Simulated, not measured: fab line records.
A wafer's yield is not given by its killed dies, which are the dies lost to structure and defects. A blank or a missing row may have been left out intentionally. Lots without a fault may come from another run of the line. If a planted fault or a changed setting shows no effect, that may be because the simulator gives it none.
What tool caused it? | flow sky130 | 39 wafers from 13 lots sampled at 5 of the route's 708 steps

WHAT THE GAUGES READ, wafer by wafer
Not one reading of a measure or inspect step in the record can be checked against a usual standard deviation.

EACH LOT AND THE TOOL THAT RAN IT (in order: tool; ch and the chambers of the sampled wafers; start)
lot  | SKY_NWELL_IMPLANT_24            | SKY_VIA3_STRIP_16                    | SKY_VIA3_CMP_24               | SKY_METAL4_SPUTTER_01        | SKY_PAD_OPEN_PROBE_99
L396 | implanter-02 ch 0, day 5 09:20  | plasma_asher-03 ch 0,1, day 39 19:45 | cmp-01 ch 1,3, day 39 20:42   | pvd_sputter-03, day 39 21:02 | -
L397 | implanter-02 ch 0, day 5 17:43  | plasma_asher-03 ch 0,1, day 40 01:17 | cmp-02 ch 0,2,3, day 40 02:20 | pvd_sputter-04, day 40 02:36 | -
L398 | implanter-01 ch 0, day 6 00:41  | plasma_asher-03 ch 0,1, day 40 12:51 | cmp-01 ch 0,1,2, day 40 13:51 | pvd_sputter-03, day 40 14:08 | -
L399 | implanter-01 ch 0, day 6 01:58  | plasma_asher-04 ch 0,1, day 40 21:57 | cmp-01 ch 0,2, day 40 22:59   | pvd_sputter-03, day 40 23:16 | -
L401 | implanter-02 ch 0, day 6 15:56  | plasma_asher-03 ch 0,1, day 41 10:33 | cmp-01 ch 0,1,3, day 41 11:34 | pvd_sputter-03, day 41 11:50 | -
L403 | implanter-04 ch 0, day 7 02:29  | plasma_asher-04 ch 0,1, day 42 06:32 | cmp-02 ch 1,2, day 42 07:33   | pvd_sputter-03, day 42 07:53 | -
L404 | implanter-02 ch 0, day 7 09:30  | plasma_asher-03 ch 0,1, day 42 07:44 | cmp-02 ch 1,2, day 42 08:50   | pvd_sputter-02, day 42 09:10 | -
L407 | implanter-01 ch 0, day 8 02:25  | plasma_asher-03 ch 0,1, day 43 00:51 | cmp-01 ch 0,2,3, day 43 01:51 | pvd_sputter-04, day 43 02:08 | -
L408 | implanter-01 ch 0, day 8 09:16  | plasma_asher-01 ch 0, day 43 08:18   | cmp-01 ch 0,3, day 43 09:16   | pvd_sputter-02, day 43 09:35 | -
L409 | implanter-04 ch 0, day 8 14:00  | plasma_asher-03 ch 0,1, day 43 15:34 | cmp-02 ch 1,2, day 43 16:34   | pvd_sputter-03, day 43 16:53 | -
L417 | implanter-04 ch 0, day 10 23:56 | plasma_asher-04 ch 0,1, day 45 21:15 | cmp-02 ch 1,2, day 45 22:13   | pvd_sputter-03, day 45 22:32 | -
L418 | implanter-04 ch 0, day 11 10:28 | plasma_asher-03 ch 0,1, day 46 06:57 | cmp-01 ch 1,2, day 46 08:22   | pvd_sputter-04, day 46 08:41 | prober-02, day 51 04:14
L419 | implanter-01 ch 0, day 11 16:08 | plasma_asher-03 ch 0,1, day 46 13:02 | cmp-01 ch 0,1,3, day 46 14:04 | pvd_sputter-02, day 46 14:17 | -
- SKY_NWELL_IMPLANT_24
- SKY_VIA3_STRIP_16: strips in O2/N2.
- SKY_VIA3_CMP_24: polishes, stops on SiO2, t overpolish 20 s, target thk 0 nm.
- SKY_METAL4_SPUTTER_01: material TiN, target thk 20 nm, time 16.7 s.
- SKY_PAD_OPEN_PROBE_99

AS READ BY THE TOOLS THEMSELVES (means over the sampled wafers that have a number; for cases with no such wafer, the mark the record gives instead)
SKY_NWELL_IMPLANT_24. Usual: 140.00 for beam_energy_keV, sd 0.043.
lot  | tool         | beam_energy_keV | flag
L396 | implanter-02 | 139.97          |
L397 | implanter-02 | 140.03          |
L398 | implanter-01 | 140.00          |
L399 | implanter-01 | 140.00          |
L401 | implanter-02 | 139.99          |
L403 | implanter-04 | 139.98          |
L404 | implanter-02 | 139.99          |
L407 | implanter-01 | 139.99          |
L408 | implanter-01 | 139.96          |
L409 | implanter-04 | 140.00          |
L417 | implanter-04 | 160.08          | OFF
L418 | implanter-04 | 160.05          | OFF
L419 | implanter-01 | 139.94          |

SKY_VIA3_STRIP_16. Usual: drypump_motor_current_A 5.97 A, standard deviation 0.26; oes_product_au 0.401 a.u., standard deviation 0.0047; strip_time_to_endpoint_s 4.129 s, standard deviation 0.026.
lot  | tool            | drypump_motor_current_A (A) | oes_product_au (a.u.) | strip_time_to_endpoint_s (s) | flag
L396 | plasma_asher-03 | 6.03                        | 0.399                 | 4.159                        |
L397 | plasma_asher-03 | 5.87                        | 0.401                 | 4.139                        |
L398 | plasma_asher-03 | 5.87                        | 0.401                 | 4.134                        |
L399 | plasma_asher-04 | 6.20                        | 0.400                 | 4.117                        |
L401 | plasma_asher-03 | 5.86                        | 0.402                 | 4.126                        |
L403 | plasma_asher-04 | 6.18                        | 0.403                 | 4.136                        |
L404 | plasma_asher-03 | 6.03                        | 0.400                 | 4.072                        |
L407 | plasma_asher-03 | 5.87                        | 0.399                 | 4.095                        |
L408 | plasma_asher-01 | 5.79                        | 0.401                 | 4.135                        |
L409 | plasma_asher-03 | 6.01                        | 0.404                 | 4.134                        |
L417 | plasma_asher-04 | 6.18                        | 0.406                 | 4.134                        |
L418 | plasma_asher-03 | 6.01                        | 0.399                 | 4.136                        |
L419 | plasma_asher-03 | 6.01                        | 0.397                 | 4.125                        |

SKY_VIA3_CMP_24. Usual: motor_current_A 11.8 A, standard deviation 0.67; overpolish_run_s 20.001 s, standard deviation 0.0089; time_to_endpoint_s 92 s, standard deviation 3.7.
lot  | tool   | motor_current_A (A) | overpolish_run_s (s) | time_to_endpoint_s (s) | flag
L396 | cmp-01 | 11.5                | 19.999               | 90                     |
L397 | cmp-02 | 11.8                | 19.996               | 90                     |
L398 | cmp-01 | 12.0                | 20.002               | 90                     |
L399 | cmp-01 | 12.1                | 20.004               | 90                     |
L401 | cmp-01 | 12.4                | 20.009               | 89                     |
L403 | cmp-02 | 10.9                | 19.994               | 97                     |
L404 | cmp-02 | 10.8                | 20.003               | 95                     |
L407 | cmp-01 | 12.4                | 19.995               | 90                     |
L408 | cmp-01 | 11.8                | 20.005               | 93                     |
L409 | cmp-02 | 10.5                | 19.994               | 94                     |
L417 | cmp-02 | 10.9                | 20.000               | 91                     |
L418 | cmp-01 | 11.7                | 20.005               | 94                     |
L419 | cmp-01 | 12.1                | 20.009               | 95                     |

SKY_METAL4_SPUTTER_01. Usual: 30.5 % for throttle_valve_pct, sd 0.97.
lot  | tool           | throttle_valve_pct (%) | flag
L396 | pvd_sputter-03 | 30.4                   |
L397 | pvd_sputter-04 | 30.3                   |
L398 | pvd_sputter-03 | 30.4                   |
L399 | pvd_sputter-03 | 31.0                   |
L401 | pvd_sputter-03 | 30.2                   |
L403 | pvd_sputter-03 | 29.2                   |
L404 | pvd_sputter-02 | 30.6                   |
L407 | pvd_sputter-04 | 29.9                   |
L408 | pvd_sputter-02 | 31.0                   |
L409 | pvd_sputter-03 | 30.1                   |
L417 | pvd_sputter-03 | 31.4                   |
L418 | pvd_sputter-04 | 29.7                   |
L419 | pvd_sputter-02 | 30.9                   |

SKY_PAD_OPEN_PROBE_99. Usual: killed_at_M0_to_M3 43, standard deviation 6.8; killed_at_M4_up 3.3, standard deviation 2.1; killed_at_contacts 24, standard deviation 5; killed_at_front_end 15, standard deviation 4.4; killed_at_other 0.3, standard deviation 0.57; killed_dies 86, standard deviation 9.7; killed_open 47, standard deviation 7.3; killed_short 39, standard deviation 6.1.
lot  | tool      | killed_at_M0_to_M3 | killed_at_M4_up | killed_at_contacts | killed_at_front_end | killed_at_other | killed_dies | killed_open | killed_short | flag
L418 | prober-02 | 46                 | 0.0             | 17                 | 15                  | 0.0             | 78          | 43          | 35           |

THE ANSWER, worked out from the rows above alone
Rule: lot off if the mean of its wafers having a number is beyond 3 standard deviations from the usual mean. Also off: a lot with no number at a reading for which 4 or more lots have one. Any other lot the step has rows for is counted as sound. Order of review: gauges by route order, followed by the tools' own readings, for which a lot's mean as printed above is used. At the first step where some lot is off, the reading lying furthest off is the one used; lots without a number count as furthest.
Off: L417, L418, at SKY_NWELL_IMPLANT_24 (beam_energy_keV).
If a tool, at that step or one of the process steps before it, ran each lot that is off and ran no sound lot following the first of them, it fits. One fits: SKY_NWELL_IMPLANT_24 on implanter-04. A fault onset in the window from L409 (day 8 14:00, its last sound lot) to L417 (day 10 23:56, its first lot off) fits.
The tool's own readings at SKY_NWELL_IMPLANT_24 bear it out: on the lots that are off they differ by more than 5 times the standard deviation of the sound lots' means. beam_energy_keV reads 160.06 there against 139.99 on the sound lots.

WHAT THE SIMULATOR HAD PUT IN
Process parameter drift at SKY_NWELL_IMPLANT_24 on implanter-04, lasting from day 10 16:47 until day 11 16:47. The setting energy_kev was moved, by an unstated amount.
Shown lots that were struck: L417, L418. The rule above found the same.
